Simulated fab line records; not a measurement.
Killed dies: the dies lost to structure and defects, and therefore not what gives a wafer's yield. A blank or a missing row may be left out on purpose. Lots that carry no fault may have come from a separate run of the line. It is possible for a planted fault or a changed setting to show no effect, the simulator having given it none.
What tool caused it? -- flow gf180mcu -- 13 lots with 39 wafers sampled at 4 steps, on a route of 602 steps

WHAT EACH GAUGE READ, for each wafer
GF_M4_CD_MEAS_14: target cd 280 nm.
lot,measured,on,cd nm (nm)
L424,day 23 09:07,cd sem-01,281.1 282.1 281.3
L426,day 24 04:38,cd sem-01,280.1 280.2 280.0
L427,day 24 07:20,cd sem-01,280.7 280.5 280.0
L428,day 25 00:03,cd sem-02,280.0 278.4 279.0
L430,day 25 14:39,cd sem-01,279.6 280.0 280.2
L434,day 26 22:02,cd sem-01,279.5 279.8 279.8
L438,day 28 01:22,cd sem-01,282.0 282.1 280.8
L440,day 28 17:26,cd sem-02,280.7 279.9 281.2
L442,day 29 02:47,cd sem-02,280.8 280.9 280.5
L443,day 29 09:52,cd sem-01,278.4 277.8 278.9
L444,day 29 17:35,cd sem-02,280.6 281.6 279.8
L445,day 29 22:11,cd sem-01,278.3 277.4 278.4
L447,day 30 09:32,cd sem-02,281.8 281.0 279.8

GF_V4_THK_MEAS_01.
lot,measured,on,V4_CVD_00_THK (nm)
L424,day 23 10:01,film metro-01,612 600 606
L426,day 24 05:30,film metro-02,601 597 600
L427,day 24 08:21,film metro-03,595 593 601
L428,day 25 00:57,film metro-03,608 614 614
L430,day 25 15:33,film metro-01,604 611 609
L434,day 26 22:57,film metro-02,603 600 598
L438,day 28 02:16,film metro-01,605 610 612
L440,day 28 18:19,film metro-03,605 603 606
L442,day 29 04:03,film metro-02,611 601 602
L443,day 29 10:49,film metro-03,608 605 614
L444,day 29 18:34,film metro-03,613 606 597
L445,day 29 23:10,film metro-03,596 593 599
L447,day 30 10:23,film metro-01,601 597 592

GF_V4_BOW_MEAS_05.
lot,measured,on,V4_BOW (um)
L424,day 23 10:35,film metro-01,146 140 137
L426,day 24 06:01,film metro-02,129 128 107
L427,day 24 08:50,film metro-02,126 134 116
L428,day 25 01:27,film metro-01,132 142 136
L430,day 25 16:03,film metro-01,142 132 127
L434,day 26 23:27,film metro-01,129 136 145
L438,day 28 02:45,film metro-03,125 148 131
L440,day 28 18:49,film metro-02,139 139 139
L442,day 29 04:32,film metro-01,127 129 121
L443,day 29 11:19,film metro-01,120 136 123
L444,day 29 19:05,film metro-03,149 152 143
L445,day 29 23:40,film metro-03,142 130 131
L447,day 30 10:55,film metro-01,151 140 131

WHAT TOOL EACH LOT RAN ON (gives the tool, then ch and the chambers of the sampled wafers, and finally the start)
lot,GF_V4_CMP_04
L424,"cmp-02 ch 1,2,3, day 23 10:23"
L426,"cmp-01 ch 2,3, day 24 05:43"
L427,"cmp-01 ch 1,3, day 24 08:35"
L428,"cmp-01 ch 0,1,2, day 25 01:11"
L430,"cmp-01 ch 0,2,3, day 25 15:44"
L434,"cmp-01 ch 0,3, day 26 23:08"
L438,"cmp-02 ch 2,3, day 28 02:27"
L440,"cmp-02 ch 0,2, day 28 18:30"
L442,"cmp-02 ch 0,1,3, day 29 04:14"
L443,"cmp-02 ch 0,2,3, day 29 11:07"
L444,"cmp-02 ch 0,1,3, day 29 18:52"
L445,"cmp-02 ch 0,2,3, day 29 23:23"
L447,"cmp-02 ch 0,3, day 30 10:36"
- GF_V4_CMP_04: polishes SiO2.

WHAT THE TOOLS THEMSELVES READ (means of the sampled wafers that have a number; where no wafer has one, the mark that the record gives instead)
GF_V4_CMP_04.
lot,tool,motor current A (A),time to endpoint s (s)
L424,cmp-02,12.0,85
L426,cmp-01,11.7,74
L427,cmp-01,10.9,73
L428,cmp-01,11.5,73
L430,cmp-01,11.7,72
L434,cmp-01,12.1,84
L438,cmp-02,11.5,82
L440,cmp-02,10.9,80
L442,cmp-02,11.9,81
L443,cmp-02,11.0,82
L444,cmp-02,12.0,85
L445,cmp-02,11.1,86
L447,cmp-02,11.0,79

THE ANSWER, worked out from the rows above alone
Rule: the usual values come from the lots themselves. The widest of any qualifying gaps counts: lots, ordered by their means at a reading, are off when they make up no more than a third of the lots, leave a main group of 4 or more, and stand apart from it by 3 or more times the standard deviation of that group's means. Not used: any main group whose means are identical at the precision the tables above print for the reading. A lot without any number at a reading at which 4 lots or more have one is off too. The other lots that the step has rows for count as sound. First the gauges in route order, then the tools' own readings, where a lot's mean is used as printed above. The first step at which some lot is off is used, and at that step the reading that is off furthest; a lot without a number counts as furthest.
No lot is off at any reading shown: from this, nothing can be told.

WHAT HAD BEEN PUT IN BY THE SIMULATOR
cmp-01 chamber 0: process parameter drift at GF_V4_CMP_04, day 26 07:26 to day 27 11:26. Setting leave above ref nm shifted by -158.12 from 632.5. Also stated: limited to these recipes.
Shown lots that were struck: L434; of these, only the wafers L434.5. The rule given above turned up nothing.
